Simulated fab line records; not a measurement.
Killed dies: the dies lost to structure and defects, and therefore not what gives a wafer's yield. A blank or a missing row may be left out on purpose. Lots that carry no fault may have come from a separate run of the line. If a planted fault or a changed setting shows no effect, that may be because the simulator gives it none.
Which tool was responsible? / flow gf180mcu / 12 lots with 36 wafers sampled at 5 steps, on a route of 602 steps

WHAT EACH GAUGE READ, for each wafer
GF_M3_CD_MEAS_14: the cd target is 280 nm. Usual: cd_nm 279.9 nm, standard deviation 1.3.
lot=L506; measured=day 21 17:45; on=cd_sem-02; cd_nm (nm)=279.4 279.2 280.3; flag=
lot=L508; measured=day 22 11:10; on=cd_sem-01; cd_nm (nm)=278.7 278.2 278.4; flag=
lot=L509; measured=day 23 07:30; on=cd_sem-02; cd_nm (nm)=281.3 280.1 281.4; flag=
lot=L511; measured=day 24 04:23; on=cd_sem-01; cd_nm (nm)=279.2 278.8 279.4; flag=
lot=L512; measured=day 24 09:59; on=cd_sem-01; cd_nm (nm)=280.2 279.4 280.0; flag=
lot=L520; measured=day 27 01:47; on=cd_sem-02; cd_nm (nm)=279.5 279.8 279.3; flag=
lot=L522; measured=day 27 06:52; on=cd_sem-01; cd_nm (nm)=281.7 280.1 280.3; flag=
lot=L523; measured=day 27 14:07; on=cd_sem-02; cd_nm (nm)=279.0 280.0 279.2; flag=
lot=L524; measured=day 27 22:39; on=cd_sem-02; cd_nm (nm)=280.8 279.8 279.7; flag=
lot=L526; measured=day 28 07:43; on=cd_sem-02; cd_nm (nm)=279.6 279.4 279.7; flag=
lot=L527; measured=day 28 13:10; on=cd_sem-02; cd_nm (nm)=279.3 279.5 279.9; flag=
lot=L528; measured=day 28 18:16; on=cd_sem-02; cd_nm (nm)=282.2 282.5 282.1; flag=

GF_M3_OVL_MEAS_15. Usual: M3_OVL typically reads 2 nm, with standard deviation 6.9.
lot=L506; measured=day 21 17:50; on=overlay-02; M3_OVL (nm)=6 -18 1; flag=
lot=L508; measured=day 22 11:17; on=overlay-02; M3_OVL (nm)=-6 -7 -2; flag=
lot=L509; measured=day 23 07:36; on=overlay-02; M3_OVL (nm)=-4 2 2; flag=
lot=L511; measured=day 24 04:30; on=overlay-02; M3_OVL (nm)=18 1 8; flag=
lot=L512; measured=day 24 10:05; on=overlay-02; M3_OVL (nm)=-1 2 4; flag=
lot=L520; measured=day 27 01:54; on=overlay-02; M3_OVL (nm)=-5 -6 -3; flag=
lot=L522; measured=day 27 06:56; on=overlay-02; M3_OVL (nm)=2 5 8; flag=
lot=L523; measured=day 27 14:14; on=overlay-02; M3_OVL (nm)=5 13 12; flag=
lot=L524; measured=day 27 22:44; on=overlay-02; M3_OVL (nm)=11 8 11; flag=
lot=L526; measured=day 28 07:50; on=overlay-02; M3_OVL (nm)=12 4 10; flag=
lot=L527; measured=day 28 13:17; on=overlay-02; M3_OVL (nm)=6 10 12; flag=
lot=L528; measured=day 28 18:23; on=overlay-01; M3_OVL (nm)=-3 -1 -8; flag=

GF_V3_CD_MEAS_14: the cd target is 260 nm. Usual: cd_nm 260.0 nm, standard deviation 1.
lot=L506; measured=day 22 18:52; on=cd_sem-02; cd_nm (nm)=259.8 259.8 259.9; flag=
lot=L508; measured=day 23 11:41; on=cd_sem-02; cd_nm (nm)=260.6 261.1 260.5; flag=
lot=L509; measured=day 24 07:30; on=cd_sem-02; cd_nm (nm)=257.6 258.0 257.2; flag=
lot=L511; measured=day 25 04:37; on=cd_sem-01; cd_nm (nm)=275.1 274.5 274.6; flag=OFF
lot=L512; measured=day 25 08:28; on=cd_sem-01; cd_nm (nm)=274.9 275.2 273.8; flag=OFF
lot=L520; measured=day 27 23:17; on=cd_sem-02; cd_nm (nm)=259.8 259.0 258.6; flag=
lot=L522; measured=day 28 04:53; on=cd_sem-02; cd_nm (nm)=259.7 259.0 258.5; flag=
lot=L523; measured=day 28 11:01; on=cd_sem-02; cd_nm (nm)=258.9 259.9 259.8; flag=
lot=L524; measured=day 28 18:41; on=cd_sem-01; cd_nm (nm)=260.3 259.7 260.5; flag=
lot=L526; measured=day 29 04:37; on=cd_sem-01; cd_nm (nm)=260.5 261.8 260.2; flag=
lot=L527; measured=day 29 09:19; on=cd_sem-01; cd_nm (nm)=261.8 260.3 262.0; flag=
lot=L528; measured=day 29 14:51; on=cd_sem-01; cd_nm (nm)=259.3 259.5 259.3; flag=

WHAT TOOL EACH LOT RAN ON (gives the tool, then ch and the chambers of the sampled wafers, and finally the start)
lot=L506; GF_M3_METAL_ETCH_16=rie_metal-03 ch 0,1, day 21 17:54; GF_V3_SOFTBAKE_10=litho_track-04 ch 0, day 22 07:00
lot=L508; GF_M3_METAL_ETCH_16=rie_metal-04 ch 0,1, day 22 11:20; GF_V3_SOFTBAKE_10=litho_track-02 ch 0, day 23 00:00
lot=L509; GF_M3_METAL_ETCH_16=rie_metal-01 ch 0,1, day 23 07:38; GF_V3_SOFTBAKE_10=litho_track-01 ch 0, day 23 20:00
lot=L511; GF_M3_METAL_ETCH_16=rie_metal-01 ch 0,1, day 24 04:32; GF_V3_SOFTBAKE_10=litho_track-02 ch 0, day 24 17:00
lot=L512; GF_M3_METAL_ETCH_16=rie_metal-03 ch 0, day 24 10:11; GF_V3_SOFTBAKE_10=litho_track-02 ch 0, day 24 21:00
lot=L520; GF_M3_METAL_ETCH_16=rie_metal-01 ch 0,1, day 27 01:56; GF_V3_SOFTBAKE_10=litho_track-01 ch 0, day 27 13:00
lot=L522; GF_M3_METAL_ETCH_16=rie_metal-01 ch 0,1, day 27 06:59; GF_V3_SOFTBAKE_10=litho_track-01 ch 0, day 27 18:00
lot=L523; GF_M3_METAL_ETCH_16=rie_metal-03 ch 0,1, day 27 14:16; GF_V3_SOFTBAKE_10=litho_track-04 ch 0, day 28 01:00
lot=L524; GF_M3_METAL_ETCH_16=rie_metal-04 ch 0,1, day 27 22:48; GF_V3_SOFTBAKE_10=litho_track-04 ch 0, day 28 09:00
lot=L526; GF_M3_METAL_ETCH_16=rie_metal-01 ch 1, day 28 07:55; GF_V3_SOFTBAKE_10=litho_track-02 ch 0, day 28 19:00
lot=L527; GF_M3_METAL_ETCH_16=rie_metal-03 ch 0,1, day 28 13:19; GF_V3_SOFTBAKE_10=litho_track-01 ch 0, day 29 00:00
lot=L528; GF_M3_METAL_ETCH_16=rie_metal-03 ch 0,1, day 28 18:26; GF_V3_SOFTBAKE_10=litho_track-02 ch 0, day 29 05:00
- GF_M3_METAL_ETCH_16: etches the open film in Cl2/BCl3, stops on SiO2, target depth 627.5 nm, time 104.6 s.
- GF_V3_SOFTBAKE_10: time 60 s.

AS READ BY THE TOOLS THEMSELVES (means over the sampled wafers that have a number; for cases with no such wafer, the mark the record gives instead)
GF_M3_METAL_ETCH_16. Usual: drypump_motor_current_A 5.6 A, standard deviation 0.36; he_backside_leak_sccm 3.34 sccm, standard deviation 0.29; oes_product_au 0.973 a.u., standard deviation 0.0077; throttle_valve_pct 28.250 %, standard deviation 0.011.
lot=L506; tool=rie_metal-03; drypump_motor_current_A (A)=5.4; he_backside_leak_sccm (sccm)=3.32; oes_product_au (a.u.)=0.973; throttle_valve_pct (%)=28.243; flag=
lot=L508; tool=rie_metal-04; drypump_motor_current_A (A)=5.2; he_backside_leak_sccm (sccm)=3.39; oes_product_au (a.u.)=0.976; throttle_valve_pct (%)=28.252; flag=
lot=L509; tool=rie_metal-01; drypump_motor_current_A (A)=5.9; he_backside_leak_sccm (sccm)=3.28; oes_product_au (a.u.)=0.975; throttle_valve_pct (%)=28.252; flag=
lot=L511; tool=rie_metal-01; drypump_motor_current_A (A)=6.0; he_backside_leak_sccm (sccm)=3.21; oes_product_au (a.u.)=0.972; throttle_valve_pct (%)=28.257; flag=
lot=L512; tool=rie_metal-03; drypump_motor_current_A (A)=5.6; he_backside_leak_sccm (sccm)=3.33; oes_product_au (a.u.)=0.977; throttle_valve_pct (%)=28.245; flag=
lot=L520; tool=rie_metal-01; drypump_motor_current_A (A)=6.0; he_backside_leak_sccm (sccm)=3.23; oes_product_au (a.u.)=0.977; throttle_valve_pct (%)=28.255; flag=
lot=L522; tool=rie_metal-01; drypump_motor_current_A (A)=6.0; he_backside_leak_sccm (sccm)=3.11; oes_product_au (a.u.)=0.970; throttle_valve_pct (%)=28.246; flag=
lot=L523; tool=rie_metal-03; drypump_motor_current_A (A)=5.4; he_backside_leak_sccm (sccm)=3.37; oes_product_au (a.u.)=0.975; throttle_valve_pct (%)=28.242; flag=
lot=L524; tool=rie_metal-04; drypump_motor_current_A (A)=5.2; he_backside_leak_sccm (sccm)=3.51; oes_product_au (a.u.)=0.980; throttle_valve_pct (%)=28.243; flag=
lot=L526; tool=rie_metal-01; drypump_motor_current_A (A)=5.7; he_backside_leak_sccm (sccm)=3.27; oes_product_au (a.u.)=0.972; throttle_valve_pct (%)=28.254; flag=
lot=L527; tool=rie_metal-03; drypump_motor_current_A (A)=5.4; he_backside_leak_sccm (sccm)=3.22; oes_product_au (a.u.)=0.986; throttle_valve_pct (%)=28.240; flag=
lot=L528; tool=rie_metal-03; drypump_motor_current_A (A)=5.4; he_backside_leak_sccm (sccm)=3.21; oes_product_au (a.u.)=0.985; throttle_valve_pct (%)=28.244; flag=

GF_V3_SOFTBAKE_10. Usual: heater_power_total_W 93.05 W, standard deviation 0.06; plate_temp_C 130.05 C, standard deviation 0.13.
lot=L506; tool=litho_track-04; heater_power_total_W (W)=93.13; plate_temp_C (C)=130.03; flag=
lot=L508; tool=litho_track-02; heater_power_total_W (W)=93.06; plate_temp_C (C)=130.17; flag=
lot=L509; tool=litho_track-01; heater_power_total_W (W)=93.05; plate_temp_C (C)=129.99; flag=
lot=L511; tool=litho_track-02; heater_power_total_W (W)=97.21; plate_temp_C (C)=134.44; flag=OFF
lot=L512; tool=litho_track-02; heater_power_total_W (W)=97.23; plate_temp_C (C)=134.44; flag=OFF
lot=L520; tool=litho_track-01; heater_power_total_W (W)=93.10; plate_temp_C (C)=130.06; flag=
lot=L522; tool=litho_track-01; heater_power_total_W (W)=93.04; plate_temp_C (C)=130.16; flag=
lot=L523; tool=litho_track-04; heater_power_total_W (W)=93.04; plate_temp_C (C)=130.02; flag=
lot=L524; tool=litho_track-04; heater_power_total_W (W)=93.05; plate_temp_C (C)=130.04; flag=
lot=L526; tool=litho_track-02; heater_power_total_W (W)=93.03; plate_temp_C (C)=130.06; flag=
lot=L527; tool=litho_track-01; heater_power_total_W (W)=93.08; plate_temp_C (C)=130.06; flag=
lot=L528; tool=litho_track-02; heater_power_total_W (W)=93.01; plate_temp_C (C)=130.12; flag=

THE ANSWER, worked out from the rows above alone
Rule: a lot counts as off when the mean over its wafers that have a number is more than 3 standard deviations away from the usual mean. A lot without any number at a reading at which 4 lots or more have one is off too. All remaining lots with rows at the step are treated as sound. The gauges are gone through in route order, then the tools' own readings, and for those a lot's mean is taken as printed above. The first step at which some lot is off is used, and at that step the reading that is off furthest; a lot without a number counts as furthest.
Off at GF_V3_CD_MEAS_14 (cd_nm): L511, L512.
A tool fits if, at a process step before that reading, it ran every lot that is off, and no sound lot after the first of them. The gauges at GF_V3_CD_MEAS_14 aren't tried: what is off there is off at GF_V3_SOFTBAKE_10 too, on other tools, and a gauge's error can't cause that. None of those tried fits.

WHAT THE SIMULATOR HAD PUT IN
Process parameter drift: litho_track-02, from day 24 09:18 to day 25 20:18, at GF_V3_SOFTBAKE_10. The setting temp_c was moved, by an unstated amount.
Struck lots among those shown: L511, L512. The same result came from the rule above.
